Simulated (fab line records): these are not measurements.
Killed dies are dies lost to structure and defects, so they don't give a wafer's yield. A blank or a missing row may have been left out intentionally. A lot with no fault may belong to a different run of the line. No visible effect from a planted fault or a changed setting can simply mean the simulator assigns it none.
Matching of chambers    flow sky130    SKY_METAL3_ETCH_17 on rieDiel-02: 4 sister chambers
The step etches SiO2 in C4F8/O2/Ar, stops on TiN, time 3.9 s, target depth 15 nm. 4 wafers are shown with their chamber, then 7 later ones without.

EACH WAFER AND ITS CHAMBER
wafer   chamber  oesProductAu (a.u.)
L080.3  2        0.746
L088.5  0        0.758
L090.1  1        0.752
L090.2  3        0.756

WAFERS WHOSE CHAMBER IS MISSING
wafer   oesProductAu (a.u.)
L090.4  0.761
L093.1  0.760
L093.5  0.752
L093.6  0.752
L097.2  0.750
L097.4  0.746
L097.5  0.750

WHICH CHAMBER EACH WENT THROUGH
wafer    from the rows above       in truth
L090.4   can't be placed: 0 or 3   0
L093.1   can't be placed: 0 or 3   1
L093.5   1                         1
L093.6   1                         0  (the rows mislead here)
L097.2   can't be placed: 1 or 2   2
L097.4   2                         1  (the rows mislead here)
L097.5   can't be placed: 1 or 2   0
1 of 7 placed correctly. From these rows, 4 cannot be placed; in 2 the true chamber is one of the candidates. Number placed wrongly: 2.
How it was worked out, from the rows above alone: a wafer's distance from a chamber is the root of the sum, over the readings, of the square of ((its reading less the chamber's mean) divided by the reading's scatter). If the next closest chamber is less than 2 further off than the closest, the wafer can't be placed; otherwise it belongs to the closest. The mean given for a chamber averages the wafers shown for that chamber. The scatter: root of mean squared gap, hidden wafer to nearest shown wafer, with one shown wafer a chamber.
